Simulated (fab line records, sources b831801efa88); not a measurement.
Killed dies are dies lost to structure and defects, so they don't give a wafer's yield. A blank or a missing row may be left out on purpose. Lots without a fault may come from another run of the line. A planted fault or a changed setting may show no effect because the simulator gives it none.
A struck lot beside a sound one | flow sky130 | 15 steps out of a route of 708
Sound: wafers L842.1, L842.2, L842.3. Struck: wafers L851.3, L851.4, L851.5. The cause comes at the end.
At each step with rows: each side's tool, then ch and its chambers, then its first start. Under that, the readings that differ: sound wafers | struck wafers | difference of the means | sigmas: that difference in standard deviations of wafers without a fault.
alike: readings whose means differ by less than 2 such deviations, and words and numbers that are the same on both sides. not compared: withheld readings, readings that some wafer has no value for, bounds like >300 that may hide the same value, and numbers for which the record gives no deviation and whose values overlap.
The two part at a step that has a row with sigmas, a row that says differs or no value, or rows on one side only. Numbers that don't overlap but have no deviation are shown without sigmas and don't part them. A reading that every wafer of one side lacks parts them only if that side has two wafers or more.

SKY_FIELD_ISO_ETCH_17: etches Si in HBr/Cl2/O2, target depth 342 nm, time 97.7 s.
  sound on rie_si-02 ch 1,2,3, day 3 04:08; struck on rie_si-02 ch 0,1, day 5 00:31
  alike: HBr_flow_sccm, O2_flow_sccm, drypump_motor_current_A, oes_product_au, throttle_valve_pct
  not compared: rf_hours_counter_h
then, 5 steps without rows for these wafers: SKY_FIELD_ISO_WET_ETCH_18 (etches Si3N4 in H3PO4, target depth 25 nm, time 286 s); SKY_FIELD_ISO_CLEAN_19 (cleans in SC1/SC2, time 150 s); SKY_FIELD_ISO_CLEAN_20 (cleans in dHF, time 20 s); SKY_FIELD_ISO_WET_ETCH_21 (etches SiO2 in dHF, target depth 20 nm, time 400 s); SKY_FIELD_ISO_OXIDATION_22 (stabilise 600 s, purge 300 s, target thk 10 nm).
SKY_FIELD_ISO_THK_MEAS_23:
  sound on film_metro-01, day 3 06:32; struck on film_metro-01, day 5 05:12
  alike: FIELD_ISO_OXIDATION_01_THK
then, 1 step without rows for these wafers: SKY_FIELD_ISO_CVD_24 (deposits SiO2, target thk 595 nm, time 99.2 s).
SKY_FIELD_ISO_THK_MEAS_25:
  sound on film_metro-04, day 3 06:40; struck on film_metro-02, day 5 05:20
  alike: FIELD_ISO_CVD_24_THK
then, 1 step without rows for these wafers: SKY_FIELD_ISO_ANNEAL_26 (time 1800 s).
SKY_FIELD_ISO_CMP_27: polishes, stops on Si3N4, t overpolish 16 s, target thk 457.8 nm.
  sound on cmp-01 ch 0,2,3, day 3 08:14; struck on cmp-02 ch 1,3, day 5 09:40
  alike: head_pressure_psi, motor_current_A, overpolish_run_s, time_to_endpoint_s
then, 1 step without rows for these wafers: SKY_FIELD_ISO_WET_ETCH_28 (etches SiO2 in dHF, target depth 23.7 nm, time 46.19 s).
SKY_FIELD_ISO_WET_ETCH_29: etches Si3N4 in H3PO4, target depth 160 nm, time 1825 s.
  sound on wet_bench-02 ch 2, day 3 08:33; struck on wet_bench-03 ch 1, day 5 09:56
  no value came back on the struck wafers for bath_guard_temp_C (C), bath_heat_duty_pct (%), time_s (s); on the sound wafers bath_guard_temp_C (C) reads 160.3 160.4 160.2
  reading                                          | sound             | struck            | difference | sigmas
  model.Si3N4_of_FIELD_ISO_CVD_03.thk_nm (nm)      | 0 0 0             | 117.4 117.5 118.5 | +117.8     |
  model.SiO2_of_FIELD_ISO_OXIDATION_01.thk_nm (nm) | 12.05 11.73 11.82 | 12.14 12.18 12.34 | +0.35      |
then, 1 step without rows for these wafers: SKY_FIELD_ISO_WET_ETCH_30 (etches SiO2 in dHF, target depth 25 nm, time 50 s).
-- the record jumps here: 44 days lie between the struck wafers' starts before and after (it left off in module FIELD_ISO and takes up again in module PAD_OPEN, whose first step shown is number 708 of the route) --
SKY_PAD_OPEN_PROBE_99:
  sound on prober-02, day 47 08:09; struck on prober-01, day 49 14:28
  reading             | sound    | struck      | difference | sigmas
  killed_at_front_end | 22 7 14  | 405 424 426 | +404       | +81
  killed_dies         | 91 93 85 | 492 492 492 | +402       | +40
  killed_on_rim       | 15 14 16 | 96 96 96    | +81        | +21
  alike: killed_at_M0_to_M3, killed_at_M4_up, killed_at_contacts, killed_at_other, killed_open, killed_short

WHERE THEY PART
First at SKY_FIELD_ISO_WET_ETCH_29; last, within this record, at SKY_PAD_OPEN_PROBE_99.

WHY: what the simulator had put in
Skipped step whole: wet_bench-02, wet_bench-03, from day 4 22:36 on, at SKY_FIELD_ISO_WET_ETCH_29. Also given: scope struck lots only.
